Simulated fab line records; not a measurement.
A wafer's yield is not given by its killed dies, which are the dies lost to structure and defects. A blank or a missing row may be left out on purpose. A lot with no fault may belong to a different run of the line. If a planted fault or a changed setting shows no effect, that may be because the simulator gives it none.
8D (eight disciplines) problem report, filled in by code || flow sky130 || the parts of the form that need people (team, actions taken, sign-off) are left out

## 1. PROBLEM STATEMENT
Across 6 wafers from 2 lots, LDD_HVN_TW at SKY_LDD_HVN_TW_MEAS_10 averages 2638, while fault-free wafers read 1436 with a standard deviation of 9.4. That is +99 or more standard deviations from the usual mean.
Seen first at day 26 13:19 on film metro-03, wafer L812.2. The record has a number at this step for 33 wafers belonging to 11 lots. Rule for "out", or "out of limits": more than 4 standard deviations from the usual mean. All remaining wafers that have a number are taken as sound.

## 2. WHAT IT IS, WHAT IT ISN'T
{"question": "which readings at this step", "is": "LDD_HVN_TW", "is not": "-"}
{"question": "which lots", "is": "L812, L816", "is not": "L795, L796, L797, L799, L801, L805, L810, L813, L818"}
{"question": "which wafers of those lots", "is": "all that have a number", "is not": "-"}
{"question": "read on which gauges", "is": "film metro-01, film metro-03", "is not": "film metro-04"}
{"question": "when", "is": "from day 26 13:19", "is not": "up to then (21 sound wafers); but 6 sound wafers of L813, L818 came after"}

## 3. WHAT RULES OUT EACH SUSPECT
Counting: any tool at a process step up to the reading is kept as a suspect provided that every lot that is out went through it and no sound lot did after the first of them.
- the gauge at SKY_LDD_HVN_TW_MEAS_10: ruled out. 2 gauges (film metro-01, film metro-03) read the wafers that are out.
- rie diel-04 at SKY_POLY_GATE_ETCH_15 (etches BARC in N2/H2, stops on SiO2, time 118.5 s, target depth 110 nm): ruled out as a lasting fault. The sound lots L813 went through it after L812, its earliest lot that is out (day 22 13:52).
- implanter-03 at SKY_LDD_HVN_IMPLANT_08: kept. All lots that are out passed through it, beginning with L812 at day 26 13:04, and no sound lot followed; its final sound lot before that point was L810 at day 25 15:42. Out on those wafers are its own readings of dose ions cm2, faraday current uA.
After counting, what remains is implanter-03 at SKY_LDD_HVN_IMPLANT_08.

## 4. THE CAUSE (what the simulator had put in)
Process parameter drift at SKY_LDD_HVN_IMPLANT_08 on implanter-03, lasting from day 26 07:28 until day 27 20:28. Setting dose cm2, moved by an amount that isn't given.
Only this tool survived the counting.

## 5. THE CHAIN OF EFFECTS, in route order
Rows list readings where the struck wafers' mean (over those with a number) sits beyond 3 standard deviations from the usual. Only readings for which the record gives a usual standard deviation are gone through. hours: the time from each lot's start at the first step in this table that gives one to its start at this step, as a median over the lots. sigmas: the change in usual standard deviations.
{"hours": 0, "step": "SKY_LDD_HVN_IMPLANT_08", "reading": "dose ions cm2", "usual": 3.0002e+13, "on struck wafers": 2.1636e+14, "change": "+1.8636e+14", "sigmas": "+99 or more"}
{"hours": 0, "step": "SKY_LDD_HVN_IMPLANT_08", "reading": "end station pressure torr", "usual": "5.13e-06 Torr", "on struck wafers": 6.07e-06, "change": "+9.35e-07", "sigmas": "+3.1"}
{"hours": 0, "step": "SKY_LDD_HVN_IMPLANT_08", "reading": "faraday current uA", "usual": 169, "on struck wafers": 1215, "change": "+1046", "sigmas": "+99 or more"}
{"hours": 0, "step": "SKY_LDD_HVN_TW_MEAS_10", "reading": "LDD_HVN_TW", "usual": 1436, "on struck wafers": 2638, "change": "+1202", "sigmas": "+99 or more"}
Process steps it contains:
- SKY_LDD_HVN_IMPLANT_08

## 6. HOW IT WOULD HAVE BEEN CAUGHT EARLIER
In this record the first reading out of limits at a measuring or inspecting step was taken at day 26 13:19, 6 hours after the fault began at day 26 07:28.
Tool's own readings at SKY_LDD_HVN_IMPLANT_08, dose ions cm2, faraday current uA: out on all struck wafers the step has rows for; an alarm limit on them would have tripped on the first.
Of the lots that are out (2), L816 began SKY_LDD_HVN_IMPLANT_08 on implanter-03 after day 26 13:19. Putting the tool on hold at that point would have spared it.
